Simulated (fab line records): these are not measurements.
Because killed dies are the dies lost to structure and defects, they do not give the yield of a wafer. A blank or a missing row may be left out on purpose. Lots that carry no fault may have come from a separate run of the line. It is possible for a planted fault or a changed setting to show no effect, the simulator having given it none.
A struck lot beside a sound one    flow sky130    15 steps out of a route of 708
Sound: wafers L385.2, L385.3, L385.5. Wafers L400.3, L400.5, L400.6 were the ones struck. The cause is named last.
Each step with rows lists, per side, the tool, then ch with its chambers, then its first start. Under that, the readings that differ: sound wafers    struck wafers    difference of the means    sigmas: that difference in standard deviations of wafers without a fault.
alike: readings with means less than 2 such deviations apart, plus words and numbers identical on both sides. not compared: withheld readings, readings lacking a value on some wafer, bounds such as >300 that could conceal the same value, and numbers that have no deviation in the record and whose values overlap.
Wherever a step has rows on one side only, a row that says differs or no value, or a row with sigmas, the two part there. Numbers that don't overlap but have no deviation are shown without sigmas and don't part them. A reading missing from all wafers of one side parts the sides only when that side holds two or more wafers.

first, 6 steps without rows for these wafers: SKY_METAL4_COAT_07 (resist thk 60 nm); SKY_METAL4_COAT_08 (resist thk 1140 nm); SKY_METAL4_SOFTBAKE_09 (time 90 s); SKY_METAL4_EXPOSE_10 (exposes mask MM4, target cd 300 nm); SKY_METAL4_PEB_11; SKY_METAL4_DEVELOP_12 (develop time 60 s).
SKY_METAL4_CD_MEAS_13: target cd 300 nm.
  struck on cd-sem-02, day 46 12:52; sound on cd-sem-01, day 43 00:19
  alike: cd-nm
SKY_METAL4_OVL_MEAS_14:
  struck on overlay-02, day 46 12:58; sound on overlay-01, day 43 00:25
  alike: METAL4_OVL
SKY_METAL4_DESCUM_15: chemistry O2, time 8 s.
  sound on rie-metal-04 ch 0,1, day 43 00:27; struck on rie-metal-02 ch 0,1, day 46 13:00
reading                      sound        struck       difference  sigmas
drypump-motor-current-A (A)  6.6 6.6 5.9  5.5 5.5 5.5  -0.9        -2
  alike: oes-product-au
  not compared: rf-hours-counter-h
SKY_METAL4_ETCH_16: etches BARC in N2/H2, stops on SiO2, time 88.2 s, target depth 60 nm.
  sound on rie-metal-04 ch 0,1, day 43 00:29; struck on rie-metal-02 ch 0,1, day 46 13:03
reading                      sound        struck       difference  sigmas
drypump-motor-current-A (A)  6.6 6.6 5.9  5.5 5.5 5.5  -0.9        -2
  alike: oes-product-au, throttle-valve-pct
  not compared: rf-hours-counter-h
SKY_METAL4_ETCH_17: etches SiO2 in C4F8/O2/Ar, stops on TiN, time 3.9 s, target depth 15 nm.
  sound on rie-diel-03 ch 1,2,3, day 43 00:35; struck on rie-diel-03 ch 1,2, day 46 13:07
  alike: oes-product-au
  not compared: rf-hours-counter-h
SKY_METAL4_METAL_ETCH_18: etches the open film in Cl2/BCl3, stops on SiO2, target depth 845 nm, time 183.1 s.
  sound on rie-metal-02 ch 1, day 43 00:40; struck on rie-metal-03 ch 0,1, day 46 13:12
  alike: drypump-motor-current-A, oes-product-au, throttle-valve-pct
  not compared: rf-hours-counter-h
SKY_METAL4_STRIP_19: strips in O2/N2.
  sound on plasma-asher-02 ch 0, day 43 00:57; struck on plasma-asher-04 ch 0,1, day 46 13:21
  no value came back on the struck wafers for chamber-pressure-mTorr (mTorr), drypump-motor-current-A (A), oes-product-au (a.u.), strip-time-to-endpoint-s (s); on the sound wafers chamber-pressure-mTorr (mTorr) reads 1500.4 1500.6 1498.6
reading                                        sound  struck         difference  sigmas
model.KrF-thick_of_METAL4_COAT_08.thk-nm (nm)  0 0 0  520 524 520.1  +521        
  not compared: rf-hours-counter-h
then, 1 step without rows for these wafers: SKY_METAL4_STRIP_20 (strips in post etch residue remover, time 1200 s).
-- the record jumps here: 3 days lie between the struck wafers' starts before and after (it left off in module METAL4 and takes up again in module PAD_OPEN, whose first step shown is number 708 of the route) --
SKY_PAD_OPEN_PROBE_99:
  struck on prober-01, day 49 23:24; sound on prober-01, day 46 23:57
reading                   sound           struck                                                                difference                    sigmas
hold                      - - -           await-dispo/1.6h/scrap await-dispo/1.6h/scrap await-dispo/1.6h/scrap  no value on the sound wafers  
defect-limited-yield (%)  81.5 82.7 80.5  0 0 0                                                                 -82                           -41
killed_at_M4_up           3 1 2           394 425 402                                                           +405                          +99 or more
killed-dies               91 85 96        492 492 492                                                           +401                          +41
killed-on-rim             17 22 17        96 96 96                                                              +77                           +18
sort_bin_5_function (%)   11.2 10.2 10.4  92.9 94.7 93.1                                                        +83.0                         +52
sort-n-pass               401 407 396     0 0 0                                                                 -401                          -41
sort-yield-pct (%)        81.5 82.7 80.5  0 0 0                                                                 -82                           -41
  alike: killed_at_M0_to_M3, killed-at-contacts, killed-at-front-end, killed-at-other, killed-open, killed-short, sort_bin_3_pad_short, sort_bin_6_memory

WHERE THEY PART
At SKY_METAL4_DESCUM_15 first; at SKY_PAD_OPEN_PROBE_99 last (within this record only).

WHY: what had been put in by the simulator
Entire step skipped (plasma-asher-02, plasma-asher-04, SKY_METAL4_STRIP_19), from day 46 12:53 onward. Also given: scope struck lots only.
